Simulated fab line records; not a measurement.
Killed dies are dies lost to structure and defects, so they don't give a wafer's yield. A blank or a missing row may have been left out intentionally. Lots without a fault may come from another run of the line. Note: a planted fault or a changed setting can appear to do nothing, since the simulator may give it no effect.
A lot that was struck, set against a sound lot || flow sky130 || 44 out of 708 route steps
Sound: the wafers L853.1, L853.3, L853.4. The struck wafers were L849.4, L849.5, L849.6. At the end, the cause is stated.
For every step that has rows: the tool of each side, followed by ch and its chambers, followed by its first start. Under that, the readings that differ: sound wafers || struck wafers || difference of the means || sigmas: that difference in standard deviations of wafers without a fault.
alike: readings with means less than 2 such deviations apart, plus words and numbers identical on both sides. not compared: withheld readings, readings lacking a value on some wafer, bounds such as >300 that could conceal the same value, and numbers that have no deviation in the record and whose values overlap.
A row with sigmas, a row that says differs or no value, or rows on one side alone: a step with any of these is where the two part. Non-overlapping numbers with no deviation appear without sigmas and do not part them. Lack of a reading on every wafer of one side parts them only where that side has two or more wafers.

first, 5 steps without rows for these wafers: SKY_VIA3_STRIP_17 (strips in post etch residue remover, time 1200 s); SKY_VIA3_CLEAN_18 (cleans in IPA, time 180 s); SKY_VIA3_CLEAN_19 (cleans in O3/DIW); SKY_VIA3_SPUTTER_20 (material TiN, target thk 20 nm, time 80 s); SKY_VIA3_CVD_21 (deposits W, target thk 390 nm, time 117.31 s).
SKY_VIA3_RS_MEAS_22: measurement is done with a four-point probe.
  sound: film metro-03 at day 44 16:22; struck: film metro-01 at day 43 07:44
  alike: VIA3_W_RS
SKY_VIA3_THK_MEAS_23: measures by xrf.
  sound: film metro-03 at day 44 16:29; struck: film metro-01 at day 43 07:49
  alike: VIA3_W_THK
SKY_VIA3_CMP_24: polishes, stops on SiO2, t overpolish 20 s, target thk 0 nm.
  sound on cmp-01 ch 0,1,3, day 44 16:32; struck on cmp-02 ch 2,3, day 43 07:54
  alike: head pressure psi, motor current A, overpolish run s, retaining ring pressure frac, time to endpoint s
then, 2 steps without rows for these wafers: SKY_METAL4_SPUTTER_00 (material Ti, target thk 15 nm, time 10 s); SKY_METAL4_SPUTTER_01 (material TiN, target thk 20 nm, time 16.7 s).
SKY_METAL4_SPUTTER_02: material AlCu, target thk 735 nm, time 39.1 s.
  sound: pvd sputter-04 at day 44 16:53; struck: pvd sputter-01 at day 43 08:12
  alike: throttle valve pct
SKY_METAL4_SPUTTER_03: material Ti, target thk 5 nm, time 3.3 s.
  sound: pvd sputter-04 at day 44 16:56; struck: pvd sputter-01 at day 43 08:14
  alike: throttle valve pct
SKY_METAL4_SPUTTER_04: material TiN, target thk 70 nm, time 58.3 s.
  sound: pvd sputter-04 at day 44 16:57; struck: pvd sputter-01 at day 43 08:16
{"reading": "model.TiN_of_METAL4_SPUTTER_04.thk nm (nm)", "sound": "70.43 70.11 70.91", "struck": "105.1 104.7 104.7", "difference": "+34.3", "sigmas": ""}
  alike: throttle valve pct
then, 1 step without rows for these wafers: SKY_CAP2M_CVD_00 (deposits SiO2, target thk 15.5 nm).
SKY_CAP2M_THK_MEAS_01:
  sound: film metro-04 at day 44 17:01; struck: film metro-03 at day 43 08:22
  alike: CAP2M_CVD_00_THK
then, 1 step without rows for these wafers: SKY_CAP2M_SPUTTER_02 (material TiN, target thk 200 nm, time 166.7 s).
SKY_CAP2M_RS_MEAS_03: measurement is done with a four-point probe.
  sound: film metro-04 at day 44 17:11; struck: film metro-04 at day 43 08:34
  alike: CAP2M_TIN_RS
SKY_CAP2M_THK_MEAS_04: measures by xrf.
  sound: film metro-04 at day 44 17:19; struck: film metro-04 at day 43 08:39
  alike: CAP2M_TIN_THK
then, 7 steps without rows for these wafers: SKY_CAP2M_DEHYDRATE_05 (time 60 s); SKY_CAP2M_HMDS_06 (prime time 60 s); SKY_CAP2M_COAT_07 (resist thk 1140 nm); SKY_CAP2M_SOFTBAKE_08 (time 60 s); SKY_CAP2M_EXPOSE_09 (exposes mask CAP2M, target cd 1000 nm); SKY_CAP2M_PEB_10; SKY_CAP2M_DEVELOP_11 (develop time 60 s).
SKY_CAP2M_OVL_MEAS_12:
  sound: overlay-02 at day 45 14:32; struck: overlay-02 at day 44 07:18
  alike: CAP2M_OVL
then, 1 step without rows for these wafers: SKY_CAP2M_METAL_ETCH_13 (etches TiN in Cl2/BCl3, stops on SiO2, target depth 220 nm, time 62.9 s).
SKY_CAP2M_STRIP_14: strips in O2/N2.
  sound on plasma asher-04 ch 0,1, day 45 14:38; struck on plasma asher-03 ch 0,1, day 44 07:26
  alike: drypump motor current A, oes product au, strip time to endpoint s
  not compared: rf hours counter h
then, 11 steps without rows for these wafers: SKY_CAP2M_STRIP_15 (strips in post etch residue remover, time 1200 s); SKY_CAP2M_CLEAN_16 (cleans in IPA, time 180 s); SKY_CAP2M_CLEAN_17 (cleans in O3/DIW); SKY_METAL4_DEHYDRATE_05 (time 60 s); SKY_METAL4_HMDS_06 (prime time 60 s); SKY_METAL4_COAT_07 (resist thk 60 nm); SKY_METAL4_COAT_08 (resist thk 1140 nm); SKY_METAL4_SOFTBAKE_09 (time 90 s); SKY_METAL4_EXPOSE_10 (exposes mask MM4, target cd 300 nm); SKY_METAL4_PEB_11; SKY_METAL4_DEVELOP_12 (develop time 60 s).
SKY_METAL4_CD_MEAS_13: the cd target is 300 nm.
  sound: cd sem-01 at day 46 12:37; struck: cd sem-02 at day 45 05:33
  alike: cd nm
SKY_METAL4_OVL_MEAS_14:
  sound: overlay-02 at day 46 12:44; struck: overlay-02 at day 45 05:38
  alike: METAL4_OVL
SKY_METAL4_DESCUM_15: chemistry O2, time 8 s.
  sound on rie metal-02 ch 0,1, day 46 12:46; struck on rie metal-03 ch 0,1, day 45 05:39
  alike: drypump motor current A, oes product au
  not compared: rf hours counter h
SKY_METAL4_METAL_ETCH_18: etches the open film in Cl2/BCl3, stops on SiO2, target depth 845 nm, time 183.1 s.
  sound on rie metal-03 ch 0,1, day 46 12:55; struck on rie metal-02 ch 0, day 45 05:58
{"reading": "oes product au (a.u.)", "sound": "0.862 0.868 0.865", "struck": "0.887 0.893 0.874", "difference": "+0.020", "sigmas": "+3"}
  alike: drypump motor current A, throttle valve pct
  not compared: rf hours counter h
-- the record jumps here: 4 days lie between the struck wafers' starts before and after (it left off in module METAL4 and takes up again in module PAD_OPEN, whose first step shown is number 708 of the route) --
SKY_PAD_OPEN_PROBE_99:
  sound: prober-01 at day 49 23:13; struck: prober-01 at day 48 19:37
{"reading": "model.etest.via4 chain.rc ohm", "sound": "0.7524 0.7962 0.8188", "struck": "0.8504 0.8599 0.8933", "difference": "+0.0787", "sigmas": ""}
  alike: defect limited yield, killed_at_M0_to_M3, killed_at_M4_up, killed at contacts, killed at front end, killed at other, killed dies, killed open, killed short, sort_bin_3_pad_short, sort_bin_5_function, sort_bin_6_memory, sort n pass, sort yield pct

WHERE THEY PART
At SKY_METAL4_METAL_ETCH_18 and nowhere else, as far as this record goes. Later steps at which nothing parts them and some readings are alike: SKY_PAD_OPEN_PROBE_99.

WHY: what the simulator had put in
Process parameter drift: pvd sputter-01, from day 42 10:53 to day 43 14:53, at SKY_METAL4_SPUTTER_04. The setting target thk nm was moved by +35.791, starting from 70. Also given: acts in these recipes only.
